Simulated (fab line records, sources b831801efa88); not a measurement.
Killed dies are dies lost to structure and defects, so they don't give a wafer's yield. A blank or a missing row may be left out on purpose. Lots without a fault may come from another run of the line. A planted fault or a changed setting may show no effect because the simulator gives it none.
Split-lot experiment | flow gf180mcu | 5 lots, 23 wafers read, on a route of 602 steps

THE SPLIT
At GF_M1_SPUTTER_01 (material TiN, target thk 30 nm, time 25 s), the setting time_s was moved away from the recipe's 25 s on 12 of the 23 wafers read, by -4.4% to +11.8%. The other wafers ran this setting at the recipe's value.

The reading is taken at the split's own step.

THE READING
TiN_of_M1_SPUTTER_01.thk_nm (the simulator's own value, which no gauge read), in nm, at GF_M1_SPUTTER_01 (material TiN, target thk 30 nm, time 25 s). The file gives no usual value for it. The 11 wafers here that ran the recipe average 29.87 nm, standard deviation 0.44 nm.

wafer  | tool, chamber at the split | time_s as run, s | against the recipe | TiN_of_M1_SPUTTER_01.thk_nm, nm | against lot-mates on the recipe
L074.1 | pvd_sputter-03, -          | 26.56            | +6.2%              | 32.26                           | +2.05
L074.2 | pvd_sputter-03, -          | 26.56            | +6.2%              | 31.87                           | +1.67
L074.3 | pvd_sputter-03, -          | 26.56            | +6.2%              | 31.93                           | +1.73
L074.5 | pvd_sputter-03, -          | 25               | recipe             | 30.43                           | -
L074.6 | pvd_sputter-03, -          | 25               | recipe             | 29.98                           | -
L075.1 | pvd_sputter-02, -          | 27.58            | +10.3%             | 32.33                           | +2.02
L075.2 | pvd_sputter-02, -          | 27.58            | +10.3%             | 33.06                           | +2.75
L075.3 | pvd_sputter-02, -          | 25               | recipe             | 30.5                            | -
L075.5 | pvd_sputter-02, -          | 25               | recipe             | 30.12                           | -
L075.6 | pvd_sputter-02, -          | 27.58            | +10.3%             | 32.19                           | +1.88
L076.1 | pvd_sputter-02, -          | 25               | recipe             | 30.2                            | -
L076.3 | pvd_sputter-02, -          | 23.91            | -4.4%              | 28.49                           | -1.21
L076.4 | pvd_sputter-02, -          | 25               | recipe             | 29.2                            | -
L076.5 | pvd_sputter-02, -          | 23.91            | -4.4%              | 28.69                           | -1.01
L076.6 | pvd_sputter-02, -          | 23.91            | -4.4%              | 27.8                            | -1.90
L081.1 | pvd_sputter-01, -          | 25               | recipe             | 30.05                           | -
L081.2 | pvd_sputter-01, -          | 27.95            | +11.8%             | 33.13                           | +3.30
L081.3 | pvd_sputter-01, -          | 27.95            | +11.8%             | 33.72                           | +3.89
L081.4 | pvd_sputter-01, -          | 27.95            | +11.8%             | 33.8                            | +3.97
L081.6 | pvd_sputter-01, -          | 25               | recipe             | 29.6                            | -
L084.1 | pvd_sputter-03, -          | 25               | recipe             | 29.13                           | -
L084.3 | pvd_sputter-03, -          | 25               | recipe             | 29.6                            | -
L084.4 | pvd_sputter-03, -          | 25               | recipe             | 29.74                           | -

THE FIT
A straight line over all 23 wafers: TiN_of_M1_SPUTTER_01.thk_nm changes by +0.303 nm for each +1% of time_s; r = +0.97; the points scatter about the line by 0.45 nm.
The same after taking each lot's own level away (the mean of its wafers on the recipe; 23 wafers): +0.281 nm for each +1%; r = +0.96; scatter 0.44 nm.
On that fit, the largest move of time_s shifts the reading by 3.3 nm.
The lots' own levels span 29.490 to 30.310 nm, that is 1.9 times the standard deviation above.
So the lot-to-lot level changes the slope little: the two slopes agree.
Check: with one of the wafers moved furthest among these (+11.8%) left out of the fit, the line predicts +3.26 nm for it against its lot-mates. It came out at +3.3 nm against them.

OTHER SPLITS ON THESE WAFERS
These wafers also went through other splits before the reading. Each is held against what the fit with the lots' levels taken away leaves over:
other split on the same wafers   | wafers away from the commonest value | r with TiN_of_M1_SPUTTER_01.thk_nm (lot level and that fit taken away)
GF_HV_LDD_CVD_54 target_thk_nm   | 18                                   | +0.31
GF_NSD_DEVELOP_06 dev_temp_c     | 4                                    | +0.12
GF_PSD_COAT_02 spin_rpm          | 8                                    | +0.05
GF_PSD_DEVELOP_06 develop_time_s | 6                                    | +0.15
GF_SAB_DEVELOP_08 develop_time_s | 8                                    | +0.26
GF_SAB_STRIP_13 o2_flow_sccm     | 11                                   | +0.01
GF_CONTACT_CVD_00 sih4_flow_sccm | 5                                    | -0.09

THE FILE'S OWN FIT
TiN_of_M1_SPUTTER_01.thk_nm changes by +0.277 nm for each +1% of time_s, r = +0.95.
